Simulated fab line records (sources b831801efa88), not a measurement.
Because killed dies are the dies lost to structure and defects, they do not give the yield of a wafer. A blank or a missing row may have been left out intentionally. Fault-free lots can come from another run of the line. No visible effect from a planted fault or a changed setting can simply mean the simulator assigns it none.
What tool caused it? | flow gf180mcu | 12 lots with 36 wafers sampled at 3 steps, on a route of 602 steps

== WHAT EACH GAUGE READ, for each wafer ==
GF_MIM_THK_MEAS_11: measures by xrf.
lot  | measured     | on            | MIM_ALCU_THK (nm)
L219 | day 24 12:14 | film-metro-04 | 201.9 201.5 199.6
L221 | day 25 06:34 | film-metro-03 | 196.2 195.7 193.9
L222 | day 25 15:34 | film-metro-03 | 194.4 194.8 193.8
L223 | day 25 23:26 | film-metro-03 | 199.1 198.1 195.7
L224 | day 26 09:39 | film-metro-03 | 198.0 197.8 199.9
L225 | day 26 17:17 | film-metro-04 | 194.8 199.5 197.4
L226 | day 27 07:55 | film-metro-04 | 199.7 200.3 199.3
L227 | day 27 10:49 | film-metro-03 | 196.6 198.2 196.1
L237 | day 30 07:37 | film-metro-03 | 198.1 195.4 195.0
L238 | day 30 09:51 | film-metro-04 | 197.4 196.1 197.9
L239 | day 30 19:56 | film-metro-03 | 196.2 196.7 195.6
L242 | day 31 11:46 | film-metro-03 | 197.3 196.1 196.4

== WHAT TOOL EACH LOT RAN ON (gives the tool, then ch and the chambers of the sampled wafers, and finally the start) ==
lot  | GF_M3_STRIP_17                       | GF_MIM_CVD_05
L219 | plasma-asher-02 ch 0,1, day 21 08:49 | pecvd-02 ch 0,1,2, day 24 11:53
L221 | plasma-asher-04 ch 0,1, day 22 05:06 | pecvd-03 ch 0,2, day 25 06:15
L222 | plasma-asher-02 ch 0,1, day 22 14:42 | pecvd-01 ch 0,2, day 25 15:14
L223 | plasma-asher-01 ch 0,1, day 22 23:01 | pecvd-03 ch 0,2, day 25 23:07
L224 | plasma-asher-04 ch 0,1, day 23 09:31 | pecvd-02 ch 0,2, day 26 09:20
L225 | plasma-asher-01 ch 0,1, day 23 17:16 | pecvd-01 ch 1,2, day 26 16:57
L226 | plasma-asher-04 ch 0,1, day 24 09:39 | pecvd-01 ch 1,2, day 27 07:35
L227 | plasma-asher-02 ch 0,1, day 24 13:35 | pecvd-01 ch 0,1,2, day 27 10:31
L237 | plasma-asher-04 ch 0, day 27 14:01   | pecvd-03 ch 0,1,2, day 30 07:17
L238 | plasma-asher-04 ch 0,1, day 27 16:59 | pecvd-03 ch 0,1,2, day 30 09:31
L239 | plasma-asher-02 ch 0,1, day 28 03:52 | pecvd-03 ch 0,1,2, day 30 19:37
L242 | plasma-asher-01 ch 0,1, day 28 21:57 | pecvd-01 ch 0,1, day 31 11:27
- GF_M3_STRIP_17: strips in O2/N2.
- GF_MIM_CVD_05: deposits Si3N4, target thk 42 nm, time 29.086 s.

== AS READ BY THE TOOLS THEMSELVES (means over the sampled wafers that have a number; for cases with no such wafer, the mark the record gives instead) ==
GF_M3_STRIP_17.
lot  | tool            | drypump-motor-current-A (A) | heater-power-w (W) | oes-product-au (a.u.) | strip-time-to-endpoint-s (s)
L219 | plasma-asher-02 | 5.76                        | 327                | 0.542                 | 7.42
L221 | plasma-asher-04 | 5.37                        | 351                | 0.536                 | 7.42
L222 | plasma-asher-02 | 5.78                        | 330                | 0.536                 | 7.36
L223 | plasma-asher-01 | 5.71                        | 297                | 0.542                 | 7.43
L224 | plasma-asher-04 | 5.38                        | 356                | 0.538                 | 7.36
L225 | plasma-asher-01 | 5.82                        | 315                | 0.539                 | 7.44
L226 | plasma-asher-04 | 5.47                        | 329                | 0.538                 | 7.43
L227 | plasma-asher-02 | 5.92                        | 328                | 0.542                 | 7.39
L237 | plasma-asher-04 | 5.58                        | 308                | 0.540                 | 7.42
L238 | plasma-asher-04 | 5.37                        | 351                | 0.532                 | 7.29
L239 | plasma-asher-02 | 5.78                        | 326                | 0.534                 | 7.35
L242 | plasma-asher-01 | 5.71                        | 299                | 0.536                 | 7.39

GF_MIM_CVD_05.
lot  | tool     | heater-power-w (W) | susceptor-temp-C (C) | temp-max-c (C)
L219 | pecvd-02 | 642                | 384.85               | 400.29
L221 | pecvd-03 | 517                | 385.08               | 399.91
L222 | pecvd-01 | 565                | 385.27               | 400.11
L223 | pecvd-03 | 533                | 384.77               | 399.93
L224 | pecvd-02 | 728                | 384.95               | 400.26
L225 | pecvd-01 | 674                | 384.94               | 400.01
L226 | pecvd-01 | 641                | 385.09               | 399.95
L227 | pecvd-01 | 628                | 385.12               | 400.03
L237 | pecvd-03 | 600                | 385.01               | 399.82
L238 | pecvd-03 | 588                | 384.83               | 400.01
L239 | pecvd-03 | 619                | 385.19               | 400.17
L242 | pecvd-01 | 588                | 384.97               | 399.86

== THE ANSWER, worked out from the rows above alone ==
Rule: usual is defined by the lots themselves. Put in order of their means at a reading, lots are off if they are a third of the lots or fewer, leave a main group of 4 or more, and stand apart from it by a gap of 3 or more times the standard deviation of the main group's means; of several such gaps the widest counts. A main group is skipped when, at the precision printed for the reading in the tables above, its means are all equal. Also off: a lot with no number at a reading for which 4 or more lots have one. All remaining lots with rows at the step are treated as sound. After the gauges, taken in route order, come the tools' own readings; for these a lot's mean is taken, as printed above. The first step at which some lot is off is used, and at that step the reading that is off furthest; a lot without a number counts as furthest.
No lot is off at any reading shown: from this, nothing can be told.

== WHAT THE SIMULATOR HAD INSERTED ==
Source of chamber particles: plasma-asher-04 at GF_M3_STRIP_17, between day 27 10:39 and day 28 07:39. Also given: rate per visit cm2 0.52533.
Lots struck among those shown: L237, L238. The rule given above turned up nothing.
